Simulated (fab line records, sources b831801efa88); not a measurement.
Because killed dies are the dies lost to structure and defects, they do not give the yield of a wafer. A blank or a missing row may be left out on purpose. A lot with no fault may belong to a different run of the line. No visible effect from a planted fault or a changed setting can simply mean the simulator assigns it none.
Which tool is to blame? :: flow sky130 :: Sampling: 11 lots, 33 wafers, 3 of 708 route steps

== WHAT THE GAUGES READ, wafer by wafer ==
SKY_VIA3_THK_MEAS_01.
lot: L571
measured: day 38 14:23
on: filmMetro-04
VIA3_HDPCVD_THK (nm): 1637 1609 1644

lot: L572
measured: day 38 19:03
on: filmMetro-01
VIA3_HDPCVD_THK (nm): 1677 1670 1666

lot: L573
measured: day 38 22:08
on: filmMetro-04
VIA3_HDPCVD_THK (nm): 1651 1647 1636

lot: L574
measured: day 39 07:26
on: filmMetro-01
VIA3_HDPCVD_THK (nm): 1602 1606 1622

lot: L575
measured: day 39 20:22
on: filmMetro-04
VIA3_HDPCVD_THK (nm): 1582 1609 1615

lot: L576
measured: day 40 02:51
on: filmMetro-01
VIA3_HDPCVD_THK (nm): 1665 1681 1650

lot: L585
measured: day 42 19:05
on: filmMetro-01
VIA3_HDPCVD_THK (nm): 1288 1275 1250

lot: L586
measured: day 42 21:38
on: filmMetro-01
VIA3_HDPCVD_THK (nm): 1255 1254 1265

lot: L590
measured: day 44 01:11
on: filmMetro-03
VIA3_HDPCVD_THK (nm): 1672 1684 1645

lot: L591
measured: day 44 10:47
on: filmMetro-01
VIA3_HDPCVD_THK (nm): 1658 1637 1611

lot: L592
measured: day 44 11:35
on: filmMetro-04
VIA3_HDPCVD_THK (nm): 1635 1636 1645

== EACH LOT AND THE TOOL THAT RAN IT (in order: tool; ch and the chambers of the sampled wafers; start) ==
lot: L571
SKY_METAL3_ETCH_16: rieMetal-02 ch 0,1, day 38 13:18
SKY_VIA3_HDPCVD_00: hdpcvd-02 ch 0,1, day 38 14:11

lot: L572
SKY_METAL3_ETCH_16: rieMetal-02 ch 0,1, day 38 17:58
SKY_VIA3_HDPCVD_00: hdpcvd-01 ch 0,1, day 38 18:52

lot: L573
SKY_METAL3_ETCH_16: rieMetal-04 ch 0, day 38 21:04
SKY_VIA3_HDPCVD_00: hdpcvd-02 ch 0,1, day 38 21:58

lot: L574
SKY_METAL3_ETCH_16: rieMetal-02 ch 0,1, day 39 06:22
SKY_VIA3_HDPCVD_00: hdpcvd-02 ch 0,1,2, day 39 07:19

lot: L575
SKY_METAL3_ETCH_16: rieMetal-01 ch 0,1, day 39 19:19
SKY_VIA3_HDPCVD_00: hdpcvd-02 ch 0,1,2, day 39 20:12

lot: L576
SKY_METAL3_ETCH_16: rieMetal-02 ch 0,1, day 40 01:48
SKY_VIA3_HDPCVD_00: hdpcvd-01 ch 0,1,2, day 40 02:40

lot: L585
SKY_METAL3_ETCH_16: rieMetal-01 ch 0,1, day 42 17:55
SKY_VIA3_HDPCVD_00: hdpcvd-02 ch 0,1, day 42 18:55

lot: L586
SKY_METAL3_ETCH_16: rieMetal-01 ch 0,1, day 42 20:32
SKY_VIA3_HDPCVD_00: hdpcvd-02 ch 0,1,2, day 42 21:28

lot: L590
SKY_METAL3_ETCH_16: rieMetal-02 ch 0, day 43 23:55
SKY_VIA3_HDPCVD_00: hdpcvd-01 ch 0,2, day 44 01:01

lot: L591
SKY_METAL3_ETCH_16: rieMetal-01 ch 1, day 44 09:40
SKY_VIA3_HDPCVD_00: hdpcvd-01 ch 1,2, day 44 10:37

lot: L592
SKY_METAL3_ETCH_16: rieMetal-02 ch 0,1, day 44 10:17
SKY_VIA3_HDPCVD_00: hdpcvd-01 ch 1,2, day 44 11:24
- SKY_METAL3_ETCH_16: etches BARC in N2/H2, stops on SiO2, time 88.2 s, target depth 60 nm.
- SKY_VIA3_HDPCVD_00: deposits SiO2, target thk 1635 nm, time 272.5 s.

== THE ANSWER, worked out from the rows above alone ==
Rule: the usual values come from the lots themselves. Put in order of their means at a reading, lots are off if they are a third of the lots or fewer, leave a main group of 4 or more, and stand apart from it by a gap of 3 or more times the standard deviation of the main group's means; of several such gaps the widest counts. The tables above print the reading to a certain number of digits; a main group whose means all agree to those digits is not used. Also off: a lot with no number at a reading for which 4 or more lots have one. Any other lot the step has rows for is counted as sound.
Off: L585, L586, at SKY_VIA3_THK_MEAS_01 (VIA3_HDPCVD_THK). Mean 1640 nm and standard deviation 23 in the main group.
A tool fits if, at a process step before that reading, it ran every lot that is off, and no sound lot after the first of them. The gauges at SKY_VIA3_THK_MEAS_01 are tried like those tools. One candidate fits, namely hdpcvd-02 at SKY_VIA3_HDPCVD_00. Its last sound lot is L575 (day 39 20:12), its first lot that is off L585 (day 42 18:55): a fault that began between those two fits.

== WHAT THE SIMULATOR PUT IN ==
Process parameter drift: hdpcvd-02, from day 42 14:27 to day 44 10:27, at SKY_VIA3_HDPCVD_00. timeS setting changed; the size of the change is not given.
Shown lots that were struck: L585, L586. Same finding as the rule above.
